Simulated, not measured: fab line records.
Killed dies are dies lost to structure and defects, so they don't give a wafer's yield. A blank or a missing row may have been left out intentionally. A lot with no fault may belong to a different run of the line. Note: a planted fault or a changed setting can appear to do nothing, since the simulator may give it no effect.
Which tool did it? / flow sky130 / 10 lots with 30 wafers sampled at 4 steps, on a route of 708 steps

WHAT THE GAUGES READ, wafer by wafer
SKY_LOCAL_INTERCONNECT_RS_MEAS_01: uses a four-point probe to measure.
lot=L687; measured=day 29 09:56; on=film metro-01; LOCAL_INTERCONNECT_TIN_RS (ohm/sq)=14.06 14.26 14.42
lot=L689; measured=day 29 23:49; on=film metro-04; LOCAL_INTERCONNECT_TIN_RS (ohm/sq)=14.17 14.49 14.42
lot=L690; measured=day 30 12:13; on=film metro-03; LOCAL_INTERCONNECT_TIN_RS (ohm/sq)=14.04 14.31 14.08
lot=L695; measured=day 32 05:06; on=film metro-01; LOCAL_INTERCONNECT_TIN_RS (ohm/sq)=34.69 35.28 14.11
lot=L696; measured=day 32 12:07; on=film metro-04; LOCAL_INTERCONNECT_TIN_RS (ohm/sq)=14.41 36.57 35.51
lot=L704; measured=day 35 00:25; on=film metro-01; LOCAL_INTERCONNECT_TIN_RS (ohm/sq)=14.27 14.04 13.95
lot=L705; measured=day 35 07:52; on=film metro-04; LOCAL_INTERCONNECT_TIN_RS (ohm/sq)=14.21 14.04 14.34
lot=L707; measured=day 35 19:26; on=film metro-04; LOCAL_INTERCONNECT_TIN_RS (ohm/sq)=14.33 14.32 14.27
lot=L708; measured=day 36 01:42; on=film metro-04; LOCAL_INTERCONNECT_TIN_RS (ohm/sq)=14.37 14.21 14.28
lot=L710; measured=day 36 23:37; on=film metro-04; LOCAL_INTERCONNECT_TIN_RS (ohm/sq)=14.31 14.03 13.99

TOOL THAT RAN EACH LOT (tool first, then ch and the chambers of the sampled wafers, then the start)
lot=L687; SKY_POLY_CUT_ETCH_11=rie diel-02 ch 1,2, day 24 10:04; SKY_LI_CONTACT_CMP_02=cmp-01 ch 0,1, day 28 04:01; SKY_LOCAL_INTERCONNECT_SPUTTER_00=pvd sputter-02, day 29 09:52
lot=L689; SKY_POLY_CUT_ETCH_11=rie diel-03 ch 0,2,3, day 25 01:55; SKY_LI_CONTACT_CMP_02=cmp-02 ch 0,2,3, day 28 18:45; SKY_LOCAL_INTERCONNECT_SPUTTER_00=pvd sputter-03, day 29 23:46
lot=L690; SKY_POLY_CUT_ETCH_11=rie diel-02 ch 1,2, day 25 13:26; SKY_LI_CONTACT_CMP_02=cmp-02 ch 0,2,3, day 29 06:24; SKY_LOCAL_INTERCONNECT_SPUTTER_00=pvd sputter-03, day 30 12:10
lot=L695; SKY_POLY_CUT_ETCH_11=rie diel-01 ch 0,3, day 27 09:23; SKY_LI_CONTACT_CMP_02=cmp-01 ch 0,3, day 31 00:02; SKY_LOCAL_INTERCONNECT_SPUTTER_00=pvd sputter-03, day 32 04:59
lot=L696; SKY_POLY_CUT_ETCH_11=rie diel-02 ch 0,2,3, day 27 15:10; SKY_LI_CONTACT_CMP_02=cmp-02 ch 1,2,3, day 31 05:40; SKY_LOCAL_INTERCONNECT_SPUTTER_00=pvd sputter-03, day 32 12:02
lot=L704; SKY_POLY_CUT_ETCH_11=rie diel-02 ch 0,1,3, day 30 09:05; SKY_LI_CONTACT_CMP_02=cmp-02 ch 0,2,3, day 33 20:01; SKY_LOCAL_INTERCONNECT_SPUTTER_00=pvd sputter-04, day 35 00:17
lot=L705; SKY_POLY_CUT_ETCH_11=rie diel-03 ch 0,1,3, day 30 17:23; SKY_LI_CONTACT_CMP_02=cmp-02 ch 0,2, day 34 03:24; SKY_LOCAL_INTERCONNECT_SPUTTER_00=pvd sputter-03, day 35 07:49
lot=L707; SKY_POLY_CUT_ETCH_11=rie diel-03 ch 0,1, day 31 05:38; SKY_LI_CONTACT_CMP_02=cmp-01 ch 0,3, day 34 15:01; SKY_LOCAL_INTERCONNECT_SPUTTER_00=pvd sputter-04, day 35 19:22
lot=L708; SKY_POLY_CUT_ETCH_11=rie diel-02 ch 2,3, day 31 11:32; SKY_LI_CONTACT_CMP_02=cmp-02 ch 1,2, day 34 22:01; SKY_LOCAL_INTERCONNECT_SPUTTER_00=pvd sputter-03, day 36 01:38
lot=L710; SKY_POLY_CUT_ETCH_11=rie diel-02 ch 0,1,3, day 32 10:02; SKY_LI_CONTACT_CMP_02=cmp-02 ch 0,1,3, day 35 18:49; SKY_LOCAL_INTERCONNECT_SPUTTER_00=pvd sputter-04, day 36 23:32
- SKY_POLY_CUT_ETCH_11: etches Si3N4 in CF4/CH2F2/Ar, stops on poly-Si, time 42.5 s, target depth 60 nm.
- SKY_LI_CONTACT_CMP_02: polishes PSG.
- SKY_LOCAL_INTERCONNECT_SPUTTER_00: material TiN, target thk 100 nm, time 83.3 s.

THE ANSWER, worked out from the rows above alone
Rule: what is usual is taken from the lots themselves. The widest of any qualifying gaps counts: lots, ordered by their means at a reading, are off when they make up no more than a third of the lots, leave a main group of 4 or more, and stand apart from it by 3 or more times the standard deviation of that group's means. The tables above print the reading to a certain number of digits; a main group whose means all agree to those digits is not used. A lot without any number at a reading at which 4 lots or more have one is off too. The other lots that the step has rows for count as sound.
Off: L695, L696, at SKY_LOCAL_INTERCONNECT_RS_MEAS_01 (LOCAL_INTERCONNECT_TIN_RS). The main group: mean 14.22 ohm/sq, standard deviation 0.093.
If a tool, at a process step before that reading, ran all the lots that are off and no sound lot after the first of them, it fits. The gauges at SKY_LOCAL_INTERCONNECT_RS_MEAS_01 are tried like those tools. Not one of the candidates tried fits.

WHAT WAS PUT IN BY THE SIMULATOR
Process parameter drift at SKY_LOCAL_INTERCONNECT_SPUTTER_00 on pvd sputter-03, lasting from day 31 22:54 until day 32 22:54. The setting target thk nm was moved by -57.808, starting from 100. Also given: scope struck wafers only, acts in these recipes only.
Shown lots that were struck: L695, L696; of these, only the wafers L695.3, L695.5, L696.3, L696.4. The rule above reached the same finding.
